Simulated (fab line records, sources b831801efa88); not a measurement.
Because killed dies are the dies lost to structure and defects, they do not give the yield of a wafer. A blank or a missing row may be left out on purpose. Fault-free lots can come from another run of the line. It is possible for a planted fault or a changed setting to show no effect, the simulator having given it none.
fab line records	flow sky130
record: lots: 5	wafers: 15	last_day: 50
route steps=708 shown VIA2@527 METAL3@532 CAPM@537 PAD_OPEN@708
lots that met no fault: from a run of the same line without faults
start_h: hours from the record's first day to the start of the lot's first wafer shown	wait_h: hours since the lot's step before	" identical to the entry in the row above	L1.1+2: a row that stands for several wafers	- no value, or no start given	* or withheld: withheld	< > ~ a bound
route shown NAME@n: NAME is a module with steps in the file, n the number in the route of the first one	usual: mean and standard deviation over wafers with no fault	same: alike in all rows	chamber/n: place in a boat	sites: per-site readings	_std_site: how widely they spread, as a standard deviation	_edge_site: the outer-site mean with the inner-site mean subtracted	radius_mm: how far each site lies from the wafer's centre	mask NAME#n: copy n	behind: the last tool/chamber to shape the wafer	hold: why the lot was held/for how many hours/how that ended	device: names the non-switching transistor (n, p or np)	end of line: the route-end tests of the same wafers	a step without rows: its recipe alone	killed: at the first sort, the dies lost to defects and structure; wafer yield is something else	map: the dies of a wafer, with x for killed, . for not killed, _ for no die there
set.NAME: the run value of the setting; set.NAME@STEP: its run value at that earlier step	model.NAME: the simulator's own value behind a step, which no gauge read
lots seen at some steps along the route; tables by step, rows by wafer
services: when a tool's chamber went out of use (start_h, in hours from the record's first day, below 0 if earlier), for how many hours, and the reason
== steps ==
step: SKY_VIA2_SPUTTER_20
recipe: material: TiN	target_thk_nm: 20	chamber_pressure_pa: 5	power_w: 4000	time_s: 80
step: SKY_VIA2_CVD_21
recipe: material: W	target_thk_nm: 420	time_s: 126.4	temp_c: 400	pressure_torr: 40
step: SKY_VIA2_CMP_24
recipe: stop_on: SiO2	t_overpolish_s: 20	down_force_psi: 3.5	platen_rpm: 60	target_thk_nm: 0	pad_velocity_m_s: 0.94248
step: SKY_METAL3_SPUTTER_00
recipe: material: Ti	target_thk_nm: 15	power_w: 3000	time_s: 10	chamber_pressure_pa: 0.4
step: SKY_METAL3_SPUTTER_01
recipe: material: TiN	target_thk_nm: 20	power_w: 6500	time_s: 16.7	chamber_pressure_pa: 0.4
step: SKY_METAL3_SPUTTER_02
recipe: material: AlCu	target_thk_nm: 735	power_w: 10600	time_s: 39.1	chamber_pressure_pa: 0.4
step: SKY_METAL3_SPUTTER_03
recipe: material: Ti	target_thk_nm: 5	power_w: 3000	time_s: 3.3	chamber_pressure_pa: 0.4
step: SKY_METAL3_SPUTTER_04
recipe: material: TiN	target_thk_nm: 70	power_w: 6500	time_s: 58.3	chamber_pressure_pa: 0.4
step: SKY_CAPM_CVD_00
recipe: material: SiO2	target_thk_nm: 15.5	temp_c: 400	time_s: withheld	rf_w: 450
step: SKY_CAPM_SPUTTER_02
recipe: material: TiN	target_thk_nm: 200	temp_c: 300	power_w: 6500	time_s: 166.7	chamber_pressure_pa: 0.4
usual: cathode_dc_power_W: 6500.1/1.2	throttle_valve_pct: 30.6/1.4
lot.wafer	tool	chamber	start_h	wait_h	cathode_dc_power_W	throttle_valve_pct	model.TiN_of_CAPM_SPUTTER_02.thk_nm
L246.2	pvd_sputter-03	-	848.46	0.0	6499.3	29.7	197.9
L246.3	"	-	"	"	6499.2	29.5	197.1
L246.5	"	-	"	"	6500.9	29.6	195.9
L262.1	pvd_sputter-03	-	971.67	0.1	6032.0	31.8	183.4
L262.2	"	-	"	"	6031.7	30.8	185.4
L262.3	"	-	"	"	6029.2	29.8	185.3
L263.2	pvd_sputter-03	-	976.78	0.0	6030.8	31.0	180.1
L263.3	"	-	"	"	6032.6	31.8	178.7
L263.4	"	-	"	"	6032.4	29.4	181.6
L264.1	pvd_sputter-03	-	980.09	0.1	6031.2	31.8	186.9
L264.2	"	-	"	"	6032.3	29.6	190.4
L264.5	"	-	"	"	6030.5	31.6	186.1
L268.3	pvd_sputter-04	-	1007.06	0.0	6498.0	29.5	198.3
L268.5	"	-	"	"	6501.5	31.9	203.4
L268.6	"	-	"	"	6498.9	33.4	200.9
step: SKY_CAPM_RS_MEAS_03
recipe: thk_meas_gauge: four-point-probe	reads: TiN_of_CAPM_SPUTTER_02
usual: CAPM_TIN_RS: 6.93/0.088
lot.wafer	tool	chamber	start_h	wait_h	hold	CAPM_TIN_RS[ohm/sq]
L246.2	film_metro-02	-	848.59	0.1	-	6.96
L246.3	"	-	"	"	-	7.01
L246.5	"	-	"	"	-	7.04
L262.1	film_metro-01	-	971.78	0.1	await_dispo/0.2h/release	7.56
L262.2	"	-	"	"	await_dispo/0.2h/release	7.48
L262.3	"	-	"	"	await_dispo/0.2h/release	7.47
L262.1	film_metro-01	-	972.07	0.3	-	7.57
L262.2	"	-	"	"	-	7.49
L262.3	"	-	"	"	-	7.48
L263.2	film_metro-04	-	976.91	0.1	await_dispo/0.2h/release	7.69
L263.3	"	-	"	"	await_dispo/0.2h/release	7.76
L263.4	"	-	"	"	await_dispo/0.2h/release	7.64
L263.2	film_metro-04	-	977.20	0.3	-	7.69
L263.3	"	-	"	"	-	7.76
L263.4	"	-	"	"	-	7.63
L264.1	film_metro-04	-	980.20	0.1	await_dispo/0.2h/release	7.39
L264.2	"	-	"	"	await_dispo/0.2h/release	7.28
L264.5	"	-	"	"	await_dispo/0.2h/release	7.42
L264.1	film_metro-04	-	980.56	0.3	-	7.41
L264.2	"	-	"	"	-	7.26
L264.5	"	-	"	"	-	7.43
L268.3	film_metro-01	-	1007.21	0.1	-	6.98
L268.5	"	-	"	"	-	6.81
L268.6	"	-	"	"	-	6.88
step: SKY_CAPM_THK_MEAS_04
recipe: thk_meas_gauge: xrf	reads: TiN_of_CAPM_SPUTTER_02
usual: CAPM_TIN_THK: 196.6/2.7
lot.wafer	tool	chamber	start_h	wait_h	hold	CAPM_TIN_THK[nm]
L246.2	film_metro-02	-	848.70	0.1	-	196.3
L246.3	"	-	"	"	-	194.9
L246.5	"	-	"	"	-	193.6
L262.1	film_metro-01	-	975.22	3.1	await_dispo/0.2h/release	179.1
L262.2	"	-	"	"	await_dispo/0.2h/release	181.7
L262.3	"	-	"	"	await_dispo/0.2h/release	182.4
L262.1	film_metro-01	-	975.45	0.2	-	180.3
L262.2	"	-	"	"	-	182.7
L262.3	"	-	"	"	-	181.8
L263.2	film_metro-04	-	982.51	5.3	await_dispo/0.2h/release	176.3
L263.3	"	-	"	"	await_dispo/0.2h/release	175.3
L263.4	"	-	"	"	await_dispo/0.2h/release	178.2
L263.2	film_metro-04	-	982.77	0.3	-	177.2
L263.3	"	-	"	"	-	175.5
L263.4	"	-	"	"	-	178.4
L264.1	film_metro-04	-	985.05	4.5	await_dispo/0.2h/release	183.0
L264.2	"	-	"	"	await_dispo/0.2h/release	186.9
L264.5	"	-	"	"	await_dispo/0.2h/release	182.1
L264.1	film_metro-04	-	985.27	0.2	-	182.6
L264.2	"	-	"	"	-	186.6
L264.5	"	-	"	"	-	182.1
L268.3	film_metro-01	-	1007.31	0.1	-	196.0
L268.5	"	-	"	"	-	201.4
L268.6	"	-	"	"	-	198.5
step: SKY_CAPM_HMDS_06
recipe: prime_time_s: 60	prime_temp_c: 120
step: SKY_CAPM_COAT_07
recipe: resist: NOVOLAK	spin_rpm: 3000	resist_thk_nm: 1140
step: SKY_CAPM_SOFTBAKE_08
recipe: temp_c: 90	time_s: 60	resist: NOVOLAK
step: SKY_CAPM_EXPOSE_09
recipe: mask_id: CAPM	na: 0.6	source_shape: conventional	sigma_outer: 0.6	polarization: unpolarized	target_cd_nm: 1000	dose_mj: 159
step: SKY_CAPM_PEB_10
recipe: temp_c: withheld	time_s: *	resist: NOVOLAK
step: SKY_CAPM_DEVELOP_11
recipe: resist: NOVOLAK	developer: TMAH	develop_time_s: 60	dev_temp_c: 23
step: SKY_CAPM_METAL_ETCH_13
recipe: target_depth_nm: 220	stop_on: SiO2	chemistry: Cl2/BCl3	target: TiN	pressure_mtorr: 10	icp_w: 900	bias_w: 48.5	Cl2_flow_sccm: 60	bcl3_flow_sccm: 30	time_s: 62.9
usual: bcl3_flow_sccm: 30.00/0.11	drypump_motor_current_A: 5.75/0.21	he_backside_leak_sccm: 3.39/0.23	oes_product_au: 0.940/0.0085	throttle_valve_pct: 21.903/0.01
lot.wafer	tool	chamber	start_h	wait_h	bcl3_flow_sccm	drypump_motor_current_A	he_backside_leak_sccm	oes_product_au	rf_hours_counter_h	throttle_valve_pct
L246.2	rie_metal-04	1	874.12	0.0	30.07	5.69	3.48	0.940	-	21.894
L246.3	"	1	"	"	30.00	5.69	3.66	0.930	-	21.908
L246.5	"	1	"	"	30.12	5.68	3.59	0.936	-	21.898
L262.1	rie_metal-04	0	995.55	0.0	30.16	6.12	2.90	0.893	4	21.932
L262.2	"	1	"	"	29.88	5.68	3.51	0.905	14	21.933
L262.3	"	0	"	"	30.04	6.12	3.08	0.898	-	21.922
L263.2	rie_metal-03	1	1000.00	0.0	30.09	5.91	3.56	0.884	12	21.938
L263.3	"	1	"	"	29.90	5.94	3.38	0.884	-	21.937
L263.4	"	0	"	"	29.97	5.47	3.60	0.884	-	21.942
L264.1	rie_metal-03	0	1003.88	0.0	29.91	5.51	3.69	0.906	12	21.930
L264.2	"	1	"	"	30.00	5.93	3.55	0.917	12	21.896
L264.5	"	0	"	"	30.01	5.51	3.57	0.910	-	21.929
L268.3	rie_metal-04	1	1029.53	0.1	30.16	5.67	3.44	0.934	-	21.894
L268.5	"	1	"	"	30.00	5.67	3.50	0.951	-	21.887
L268.6	"	1	"	"	30.14	5.67	3.56	0.949	-	21.907
step: SKY_CAPM_STRIP_14
recipe: chemistry: O2/N2	power_w: 1400	pressure_mtorr: 1500	platen_temp_c: withheld	o2_flow_sccm: 3000	n2_flow_sccm: 300	overash_fraction: 0.5
step: SKY_CAPM_STRIP_15
recipe: chemistry: post_etch_residue_remover	time_s: 1200	temp_c: 72.5
step: SKY_CAPM_CLEAN_16
recipe: chemistry: IPA	time_s: 180	temp_c: 25
step: SKY_CAPM_CLEAN_17
recipe: chemistry: O3/DIW	dry: n2_spin
step: SKY_METAL3_DEHYDRATE_05
recipe: temp_c: 200	time_s: 60
step: SKY_METAL3_HMDS_06
recipe: prime_time_s: 60	prime_temp_c: 120
step: SKY_METAL3_COAT_07
recipe: resist: BARC	temp_c: withheld	time_s: withheld	spin_rpm: 3000	resist_thk_nm: 60
step: SKY_METAL3_COAT_08
recipe: resist: KrF-thick	spin_rpm: 3000	resist_thk_nm: 1140
step: SKY_METAL3_SOFTBAKE_09
recipe: temp_c: 100	time_s: 90	resist: KrF-thick
step: SKY_METAL3_EXPOSE_10
recipe: mask_id: MM3	na: 0.68	source_shape: annular	sigma_inner: 0.4	sigma_outer: 0.8	target_cd_nm: 300	dose_mj: 28
step: SKY_METAL3_PEB_11
recipe: peb_temp_c: withheld	peb_time_s: withheld	resist: KrF-thick
step: SKY_METAL3_DEVELOP_12
recipe: develop_time_s: 60	resist: KrF-thick	dev_temp_c: 21
step: SKY_METAL3_DESCUM_15
recipe: chemistry: O2	source_power_w: 150	bias_power_w: 0	pressure_mtorr: 10	temp_c: 40	time_s: 8
step: SKY_METAL3_ETCH_16
recipe: chemistry: N2/H2	target: BARC	ion_energy_ev: 200	bias_w: 100	pressure_mtorr: 30	n2_flow_sccm: 100	h2_flow_sccm: 200	icp_w: 500	stop_on: SiO2	time_s: 88.2	target_depth_a: 600
step: SKY_METAL3_ETCH_17
recipe: target: SiO2	stop_on: TiN	chemistry: C4F8/O2/Ar	source_w: 1500	bias_w: 1200	pressure_mtorr: 40	c4f8_flow_sccm: withheld	O2_flow_sccm: 6	Ar_flow_sccm: 300	time_s: 3.9	target_depth_a: 150
step: SKY_METAL3_METAL_ETCH_18
recipe: target_depth_a: 8450	stop_on: SiO2	over_etch_frac: 0.3	time_s: 183.1	chemistry: Cl2/BCl3	resist_sidewall_deg: 88	pressure_mtorr: 10	icp_w: 900	bias_w: 48.5	Cl2_flow_sccm: 60	bcl3_flow_sccm: 30
step: SKY_METAL3_STRIP_20
recipe: chemistry: post_etch_residue_remover	time_s: 1200	temp_c: 72.5
lot.wafer	tool	chamber	start_h	wait_h	model.TiN_of_CAPM_SPUTTER_02.thk_nm
L246.2	wet_bench-02	0	900.48	0.1	197
L246.3	"	0	"	"	196.3
L246.5	"	0	"	"	195.1
L262.1	wet_bench-02	1	1019.49	0.1	182.6
L262.2+3	"	1	"	"	184.5
L263.2	wet_bench-01	1	1023.58	0.1	179.3
L263.3	"	1	"	"	177.9
L263.4	"	1	"	"	180.7
L264.1	wet_bench-01	0	1025.98	0.1	186.1
L264.2	"	0	"	"	189.6
L264.5	"	0	"	"	185.3
L268.3	wet_bench-02	0	1053.29	0.0	197.5
L268.5	"	0	"	"	202.5
L268.6	"	0	"	"	200.1
step: SKY_PAD_OPEN_PROBE_99
usual: defect_limited_yield: 82.7/1.8	killed_at_M0_to_M3: 44/6.8	killed_at_M4_up: 3.2/1.7	killed_at_contacts: 24/4.9	killed_at_front_end: 14/4.1	killed_at_other: 0.2/0.51	killed_dies: 85/8.7	killed_open: 46/6.8	killed_short: 39/6.1	sort_bin_3_pad_short: 0.9/0.43	sort_bin_5_function: 10.1/1.4	sort_bin_6_memory: 6.3/1.1	sort_n_pass: 407/8.7	sort_yield_pct: 82.7/1.8
same: gross_dies: 492	killed_at_back_side: 0	sort_bin_4_leakage[%]: 0	sort_bin_8_speed[%]: 0
lot.wafer	tool	chamber	start_h	wait_h	defect_limited_yield[%]	killed_at_M0_to_M3	killed_at_M4_up	killed_at_contacts	killed_at_front_end	killed_at_other	killed_dies	killed_open	killed_short	sort_bin_3_pad_short[%]	sort_bin_5_function[%]	sort_bin_6_memory[%]	sort_n_pass	sort_yield_pct[%]	model.etest.cap_mim.plate_ohm_sq
L246.2	prober-02	-	1075.86	0.1	77.8	60	3	22	24	0	109	57	52	1.4	12.6	8.1	383	77.8	6.055
L246.3	prober-02	-	1075.91	0.2	80.1	47	5	32	14	0	98	57	41	0.6	11.4	7.9	394	80.1	6.073
L246.5	prober-02	-	1076.01	0.2	84.6	44	1	22	8	1	76	40	36	1.4	9.3	4.7	416	84.6	6.109
L262.1	prober-02	-	1171.22	0.1	82.3	49	7	14	16	1	87	43	44	0.4	10.0	7.3	405	82.3	6.562
L262.2	prober-02	-	1171.27	0.1	83.5	41	3	24	13	0	81	37	44	1.6	7.9	6.9	411	83.5	6.476
L262.3	prober-02	-	1171.32	0.2	83.7	35	5	25	15	0	80	48	32	0.6	8.3	7.3	412	83.7	6.398
L263.2	prober-01	-	1173.32	0.1	81.7	49	5	22	13	1	90	49	41	1.2	9.1	7.9	402	81.7	6.671
L263.3	prober-01	-	1173.37	0.2	84.1	40	6	17	15	0	78	35	43	1.8	8.9	5.1	414	84.1	6.623
L263.4	prober-01	-	1173.42	0.2	82.9	48	5	21	10	0	84	43	41	0.6	11.0	5.5	408	82.9	6.658
L264.1	prober-02	-	1174.31	0.1	84.1	35	0	26	17	0	78	38	40	1.0	8.5	6.3	414	84.1	6.427
L264.2	prober-02	-	1174.36	0.1	81.5	43	2	31	15	0	91	44	47	1.0	12.6	4.9	401	81.5	6.346
L264.5	prober-02	-	1174.51	0.2	82.7	44	1	26	14	0	85	58	27	0.2	9.6	7.5	407	82.7	6.522
L268.3	prober-02	-	1194.28	0.2	83.1	54	3	13	12	1	83	44	39	0.4	10.8	5.7	409	83.1	6.095
L268.5	prober-02	-	1194.38	0.2	82.1	42	1	32	12	1	88	46	42	0.6	11.0	6.3	404	82.1	5.886
L268.6	prober-02	-	1194.43	0.2	83.1	47	4	20	12	0	83	44	39	2.0	9.3	5.5	409	83.1	5.956
killed by level:class
L246.2 VIA1:geometric_particle:open=15 METAL1:geometric_particle:short=9 VIA1:geometric_particle:short=9 POLY_GATE:geometric_particle:open=7 LI_CONTACT:geometric_particle:open=7 VIA3:geometric_particle:open=7 CONTACT:geometric_particle:open=6 POLY_GATE:geometric_particle:short=5
L246.3 CONTACT:geometric_particle:open=14 VIA1:geometric_particle:open=12 VIA2:geometric_particle:open=8 CONTACT:geometric_particle:short=6 METAL2:geometric_particle:short=5 LI_CONTACT:geometric_particle:open=5 VIA3:geometric_particle:open=5 VIA1:geometric_particle:short=4
L246.5 VIA1:geometric_particle:open=10 VIA1:geometric_particle:short=9 CONTACT:geometric_particle:open=8 LI_CONTACT:geometric_particle:open=8 METAL2:geometric_particle:short=7 VIA3:geometric_particle:open=4 VIA2:geometric_particle:open=4 POLY_GATE:geometric_particle:short=3
L262.1 VIA1:geometric_particle:open=11 METAL1:geometric_particle:short=7 VIA1:geometric_particle:short=7 VIA3:geometric_particle:open=7 METAL4:geometric_particle:short=6 CONTACT:geometric_particle:open=6 VIA2:geometric_particle:short=6 METAL2:geometric_particle:short=5
L262.2 CONTACT:geometric_particle:open=8 VIA1:geometric_particle:open=8 CONTACT:geometric_particle:short=6 METAL1:geometric_particle:short=6 VIA3:geometric_particle:open=6 VIA1:geometric_particle:short=5 METAL2:geometric_particle:short=5 FIELD_ISO:geometric_particle:short=4
L262.3 VIA1:geometric_particle:open=11 CONTACT:geometric_particle:open=9 FIELD_ISO:geometric_particle:open=5 LI_CONTACT:geometric_particle:short=4 VIA2:geometric_particle:open=4 METAL1:geometric_particle:short=4 VIA3:geometric_particle:open=4 POLY_GATE:geometric_particle:short=3
L263.2 VIA1:geometric_particle:open=10 CONTACT:geometric_particle:open=9 VIA3:geometric_particle:open=9 VIA3:geometric_particle:short=7 METAL1:geometric_particle:short=7 VIA1:geometric_particle:short=6 FIELD_ISO:geometric_particle:open=5 CONTACT:geometric_particle:short=5
L263.3 CONTACT:geometric_particle:open=8 VIA1:geometric_particle:open=8 FIELD_ISO:geometric_particle:short=7 METAL4:geometric_particle:short=5 VIA2:geometric_particle:open=5 VIA3:geometric_particle:short=4 LOCAL_INTERCONNECT:geometric_particle:short=4 VIA3:geometric_particle:open=4
L263.4 VIA1:geometric_particle:open=9 CONTACT:geometric_particle:open=9 METAL1:geometric_particle:short=7 VIA3:geometric_particle:open=6 VIA2:geometric_particle:open=6 FIELD_ISO:geometric_particle:short=5 LI_CONTACT:geometric_particle:open=4 VIA1:geometric_particle:short=4
L264.1 LI_CONTACT:geometric_particle:open=7 VIA1:geometric_particle:open=7 VIA2:geometric_particle:open=7 CONTACT:geometric_particle:short=6 LOCAL_INTERCONNECT:geometric_particle:short=5 CONTACT:geometric_particle:open=5 VIA3:geometric_particle:short=5 FIELD_ISO:geometric_particle:short=4
L264.2 LI_CONTACT:geometric_particle:open=9 FIELD_ISO:geometric_particle:open=7 CONTACT:geometric_particle:open=7 METAL2:geometric_particle:short=7 VIA3:geometric_particle:open=7 LOCAL_INTERCONNECT:geometric_particle:short=6 VIA1:geometric_particle:open=6 LI_CONTACT:geometric_particle:short=5
L264.5 LI_CONTACT:geometric_particle:open=13 VIA2:geometric_particle:open=12 CONTACT:geometric_particle:open=10 VIA1:geometric_particle:open=8 VIA3:geometric_particle:open=6 METAL2:geometric_particle:short=5 METAL1:geometric_particle:short=4 FIELD_ISO:geometric_particle:open=3
L268.3 METAL2:geometric_particle:short=10 VIA1:geometric_particle:open=9 VIA3:geometric_particle:open=9 VIA2:geometric_particle:open=7 CONTACT:geometric_particle:open=6 CONTACT:geometric_particle:short=4 FIELD_ISO:geometric_particle:short=4 METAL1:geometric_particle:short=4
L268.5 LI_CONTACT:geometric_particle:open=11 VIA2:geometric_particle:open=9 CONTACT:geometric_particle:short=8 CONTACT:geometric_particle:open=7 VIA1:geometric_particle:open=7 METAL2:geometric_particle:short=6 VIA1:geometric_particle:short=6 FIELD_ISO:geometric_particle:open=5
L268.6 METAL2:geometric_particle:short=9 LI_CONTACT:geometric_particle:open=8 METAL1:geometric_particle:short=8 VIA1:geometric_particle:open=8 CONTACT:geometric_particle:open=7 VIA2:geometric_particle:open=7 FIELD_ISO:geometric_particle:open=5 POLY_GATE:geometric_particle:short=5
== services ==
tool	chamber	start_h	hours	kind
rie_metal-04	0	873.26	-	clean
rie_metal-04	0	873.26	22.9	scheduled_down
rie_metal-04	0	873.26	22.9	vent_cycle
rie_metal-03	1	945.34	4.5	repair
rie_metal-03	1	978.67	17.9	repair
rie_metal-03	-	980.57	2.8	pm
pvd_sputter-03	-	1019.20	13.2	repair
== key ==
first_sign: step: SKY_CAPM_SPUTTER_02	reading: cathode_dc_power_W	direction: down	sigmas: 99+	usual: 6500.1	struck: 6031.4
effect: step: SKY_CAPM_RS_MEAS_03	reading: visit	direction: added
effect: step: SKY_CAPM_RS_MEAS_03	reading: CAPM_TIN_RS	direction: up	sigmas: 6.7	usual: 6.93	struck: 7.52
effect: step: SKY_CAPM_THK_MEAS_04	reading: visit	direction: added
effect: step: SKY_CAPM_THK_MEAS_04	reading: CAPM_TIN_THK	direction: down	sigmas: 5.8	usual: 196.6	struck: 180.6
effect: step: SKY_CAPM_METAL_ETCH_13	reading: oes_product_au	direction: down	sigmas: 5	usual: 0.940	struck: 0.898
model_effect: step: SKY_CAPM_SPUTTER_02	value: TiN_of_CAPM_SPUTTER_02.thk_nm	without: 198.6	struck: 184.2
model_effect: step: SKY_METAL3_STRIP_20	value: TiN_of_CAPM_SPUTTER_02.thk_nm	without: 197.8	struck: 183.4
model_effect: step: SKY_PAD_OPEN_PROBE_99	value: etest.cap_mim.plate_ohm_sq	without: 6.047	struck: 6.52
met_at SKY_CAPM_SPUTTER_02
struck_wafers L262.1,L262.2,L262.3,L263.2,L263.3,L263.4,L264.1,L264.2,L264.5
onset_between 848.46 971.67
fault: kind: process_parameter_drift	tool: pvd_sputter-03	chamber: -	onset_h: 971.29	steps: SKY_CAPM_SPUTTER_02	channel: power_w	offset: *	shape: step	end_h: 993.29	acts_in: *	stated: *
